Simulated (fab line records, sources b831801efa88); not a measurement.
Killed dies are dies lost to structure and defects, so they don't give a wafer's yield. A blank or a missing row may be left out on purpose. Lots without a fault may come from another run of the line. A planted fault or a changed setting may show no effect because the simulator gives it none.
Chamber matching | flow gf180mcu | GF_CONTACT_CMP_27 on cmp-02: 4 sister chambers
The step polishes, stops on SiO2, t overpolish 15 s, target thk 0 nm. 8 wafers are shown with their chamber, then 7 later ones without.

WAFERS WITH THEIR CHAMBER
wafer  | chamber | motor_current_A (A) | time_to_endpoint_s (s)
L346.5 | 2       | 9.5                 | 75
L347.3 | 3       | 12.2                | 73
L349.1 | 3       | 12.3                | 73
L349.3 | 0       | 11.8                | 83
L349.4 | 1       | 13.4                | 71
L352.2 | 1       | 12.8                | 72
L352.4 | 2       | 9.8                 | 69
L352.6 | 0       | 11.6                | 81

WAFERS WITHOUT THEIR CHAMBER
wafer  | motor_current_A (A) | time_to_endpoint_s (s)
L360.3 | 12.6                | 73
L363.3 | 13.7                | 72
L363.4 | 11.8                | 83
L363.6 | 13.2                | 75
L367.3 | 12.5                | 78
L367.4 | 13.7                | 72
L367.5 | 11.9                | 69

WHICH CHAMBER EACH WENT THROUGH
wafer  | from the rows above          | in truth
L360.3 | can't be placed: 3 or 1      | 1
L363.3 | 1                            | 1
L363.4 | 0                            | 0
L363.6 | 1                            | 1
L367.3 | can't be placed: 3 or 0 or 1 | 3
L367.4 | 1                            | 1
L367.5 | 3                            | 3
Placed correctly: 5 of 7. Can't be placed from these rows: 2 (the true chamber is among the candidates in 2). Placed wrongly: 0.
How it was worked out, from the rows above alone: a wafer's distance from a chamber is the root of the sum, over the readings, of the square of ((its reading less the chamber's mean) divided by the reading's scatter). The wafer belongs to the nearest chamber; if the next one is less than 2 further off, it can't be placed. A chamber's mean is the mean of its shown wafers. The scatter: the root of (the sum of the squares of (reading less its chamber's mean) over the shown wafers, divided by (wafers less chambers)).
